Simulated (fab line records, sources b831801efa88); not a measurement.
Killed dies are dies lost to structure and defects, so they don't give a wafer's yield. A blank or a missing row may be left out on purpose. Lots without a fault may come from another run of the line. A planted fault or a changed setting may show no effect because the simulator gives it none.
One fault seen from 2 desks | flow gf180mcu | each desk has only its own numbers; what lay behind them comes last

THE METROLOGY DESK
What the gauges read, lot by lot, whatever tool the lot ran on: means of the sampled wafers that have a number. A lot is out of limits, marked OUT, if its mean lies more than 4 standard deviations from the usual mean; the brackets give that distance.
Columns: A = STI_OXIDATION_02_THK at GF_STI_THK_MEAS_30, usual 10.06 nm; B = HV_LDD_02_OVL at GF_HV_LDD_OVL_MEAS_32, usual 0.2 nm; C = HV_LDD_CVD_54_THK at GF_HV_LDD_THK_MEAS_55, usual 10.00 nm
lot  | first seen here | A                | B    | C
L478 | day 2 11:54     | 10.06            | 1.5  | 10.13
L480 | day 2 23:11     | 9.98             | -0.3 | 9.88
L481 | day 3 02:53     | 9.98             | 0.6  | 9.86
L482 | day 3 08:47     | 10.37            | -0.9 | 9.91
L483 | day 3 15:23     | 10.35            | -1.2 | 9.99
L484 | day 3 17:38     | 9.79             | 2.4  | 10.35
L485 | day 3 23:57     | 9.94             | 1.0  | 9.83
L486 | day 4 05:56     | 10.00            | -0.9 | 9.89
L488 | day 4 15:34     | 10.10            | 0.5  | 9.90
L489 | day 4 20:49     | 9.92             | -0.1 | 9.98
L491 | day 5 07:28     | 10.16            | 1.7  | 10.06
L496 | day 6 07:37     | 11.45 (+8.7) OUT | -1.4 | 10.02
L499 | day 6 23:19     | 11.52 (+9.1) OUT | -0.5 | 10.16
This desk's finding: out of limits on L496, L499; first on L496, day 6 07:37 (STI_OXIDATION_02_THK at GF_STI_THK_MEAS_30). In limits: L478, L480, L481, L482, L483, L484, L485, L486, L488, L489, L491.

THE TOOL OWNER'S DESK: furnace-01
The tool's own readings at GF_STI_OXIDATION_29 (stabilise 600 s, purge 300 s, target thk 10 nm): means of the sampled wafers that have a number, for each lot that ran on this tool. A lot is out of limits, marked OUT, if its mean lies more than 4 standard deviations from the usual mean; the brackets give that distance.
Columns: A = zone_power_centre_pct at GF_STI_OXIDATION_29, usual 21.8 %
lot  | first seen here | A
L478 | day 2 10:30     | 22.5
L480 | day 2 21:47     | 22.4
L481 | day 3 01:29     | 22.3
L484 | day 3 16:14     | 22.3
L485 | day 3 22:34     | 22.6
L486 | day 4 04:31     | 22.4
L491 | day 5 06:03     | 22.4
L496 | day 6 06:11     | 22.4
L499 | day 6 21:55     | 22.3
This desk's finding: nothing out of limits on any of the 9 lots.

PUT TOGETHER
The metrology desk could have raised an alarm at day 6 07:37, on L496, L499.
The tool owner's desk saw nothing out of limits.
The tool owner's desk has L496, L499 on record, within its limits.
Of the lots named, all ran GF_STI_OXIDATION_29 on furnace-01.

WHAT THE SIMULATOR HAD PUT IN
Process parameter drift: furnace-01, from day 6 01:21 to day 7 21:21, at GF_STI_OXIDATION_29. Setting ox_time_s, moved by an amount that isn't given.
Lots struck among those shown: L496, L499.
Hours from the fault's start to each desk's first reading out of limits: the metrology desk, 6.
